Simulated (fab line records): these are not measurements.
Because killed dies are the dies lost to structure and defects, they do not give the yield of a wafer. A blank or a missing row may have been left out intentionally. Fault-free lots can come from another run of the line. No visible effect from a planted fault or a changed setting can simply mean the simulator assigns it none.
A lot that was struck, set against a sound lot :: flow sky130 :: 35 steps out of a route of 708
Sound: wafers L772.3, L772.4, L772.5. Struck: wafer L785.1 (left out: L785.3, L785.5 of the same lot, which were not struck); the cause appears at the end.
At each step with rows: each side's tool, then ch and its chambers, then its first start. Under that, the readings that differ: sound wafers :: struck wafers :: difference of the means :: sigmas: that difference in standard deviations of wafers without a fault.
alike: words and numbers the same on both sides, and readings whose means are apart by under 2 such deviations; not compared: readings that were withheld, readings missing a value for some wafer, numbers with overlapping values and no deviation given by the record, and bounds like >300 which may hide the same value.
The two part at a step that has a row with sigmas, a row that says differs or no value, or rows on one side only. Numbers that have no deviation but don't overlap get no sigmas and don't part them. A reading missing from all wafers of one side parts the sides only when that side holds two or more wafers.

first, 10 steps without rows for these wafers: SKY_CONTACT_ETCH_17 (etches SiO2 in C4F8/O2/Ar, stops on Si3N4, target depth 340 nm); SKY_CONTACT_ETCH_18 (etches Si3N4 in CHF3/O2, stops on TiN, time 39 s, target depth 75 nm); SKY_CONTACT_STRIP_19 (strips in O2/N2); SKY_CONTACT_STRIP_20 (strips in post etch residue remover, time 1200 s); SKY_CONTACT_CLEAN_21 (cleans in IPA, time 180 s); SKY_CONTACT_CLEAN_22 (cleans in O3/DIW); SKY_CONTACT_SPUTTER_23 (material TiN, target thk 20 nm, time 80 s); SKY_CONTACT_CVD_24 (deposits W, target thk 340 nm, time 102.12 s); SKY_CONTACT_CMP_27 (polishes, stops on SiO2, t overpolish 15 s, target thk 0 nm); SKY_METAL1_SPUTTER_00 (material Ti, target thk 15 nm, time 10 s).
SKY_METAL1_SPUTTER_01: material TiN, target thk 20 nm, time 16.7 s.
  struck on pvd-sputter-01, day 38 03:31; sound on pvd-sputter-04, day 34 00:24
  alike: cathode-dc-power-W, throttle-valve-pct
then, 23 steps without rows for these wafers: SKY_METAL1_SPUTTER_02 (material AlCu, target thk 250 nm, time 13.3 s); SKY_METAL1_SPUTTER_03 (material Ti, target thk 5 nm, time 3.3 s); SKY_METAL1_SPUTTER_04 (material TiN, target thk 70 nm, time 58.3 s); SKY_METAL1_DEHYDRATE_07 (time 60 s); SKY_METAL1_HMDS_08 (prime time 60 s); SKY_METAL1_COAT_09 (resist thk 60 nm); SKY_METAL1_COAT_10 (resist thk 450 nm); SKY_METAL1_SOFTBAKE_11 (time 90 s); SKY_METAL1_EXPOSE_12 (exposes mask MM1, target cd 140 nm); SKY_METAL1_PEB_13; SKY_METAL1_DEVELOP_14 (develop time 60 s); SKY_METAL1_DESCUM_17 (chemistry O2, time 8 s); SKY_METAL1_ETCH_18 (etches BARC in N2/H2, stops on SiO2, time 45.9 s, target depth 60 nm); SKY_METAL1_METAL_ETCH_19 (etches the open film in Cl2/BCl3, stops on SiO2, target depth 360 nm, time 78 s); SKY_METAL1_STRIP_20 (strips in O2/N2); SKY_METAL1_STRIP_21 (strips in post etch residue remover, time 1200 s); SKY_METAL1_CLEAN_22 (cleans in IPA, time 180 s); SKY_METAL1_CLEAN_23 (cleans in O3/DIW); SKY_VIA1_HDPCVD_00 (deposits SiO2, target thk 1030 nm, time 171.7 s); SKY_VIA1_CMP_02 (polishes SiO2); SKY_VIA1_DEHYDRATE_04 (time 60 s); SKY_VIA1_HMDS_05 (prime time 60 s); SKY_VIA1_COAT_06 (resist thk 60 nm).
-- the record jumps here: 12 days lie between the struck wafers' starts before and after (it left off in module VIA1 and takes up again in module PAD_OPEN, whose first step shown is number 708 of the route) --
SKY_PAD_OPEN_PROBE_99:
  struck on prober-02, day 50 11:20; sound on prober-02, day 47 14:01
reading: defect-limited-yield (%)
sound: 85.2 82.3 79.7
struck: 74.6
difference: -7.8
sigmas: -4

reading: killed_at_M0_to_M3
sound: 35 46 60
struck: 92
difference: +45
sigmas: +7

reading: killed-dies
sound: 73 87 100
struck: 125
difference: +38
sigmas: +4

reading: sort_bin_3_pad_short (%)
sound: 0.6 1.2 1.0
struck: 2.6
difference: +1.7
sigmas: +4

reading: sort_bin_5_function (%)
sound: 8.7 11.0 12.2
struck: 14.8
difference: +4.2
sigmas: +3

reading: sort-n-pass
sound: 419 405 392
struck: 367
difference: -38
sigmas: -4

reading: sort-yield-pct (%)
sound: 85.2 82.3 79.7
struck: 74.6
difference: -7.8
sigmas: -4

reading: model.etest.tester.sort-n-pass
sound: 419 405 392
struck: 367
difference: -38
sigmas: 

reading: model.etest.tester.sort-yield-pct (%)
sound: 85.16 82.32 79.67
struck: 74.59
difference: -7.79
sigmas: 

reading: model.etest.tester.sort_bin_5_pct (%)
sound: 8.74 10.98 12.2
struck: 14.84
difference: +4.20
sigmas: 

reading: model.etest.tester.sort_bin_3_pct (%)
sound: 0.6098 1.22 1.016
struck: 2.642
difference: +1.693
sigmas: 
  alike: killed_at_M4_up, killed-at-contacts, killed-at-front-end, killed-at-other, killed-open, killed-short, sort_bin_6_memory

## WHERE THEY PART
At SKY_PAD_OPEN_PROBE_99 and nowhere else, as far as this record goes.

WHY: what had been put in by the simulator
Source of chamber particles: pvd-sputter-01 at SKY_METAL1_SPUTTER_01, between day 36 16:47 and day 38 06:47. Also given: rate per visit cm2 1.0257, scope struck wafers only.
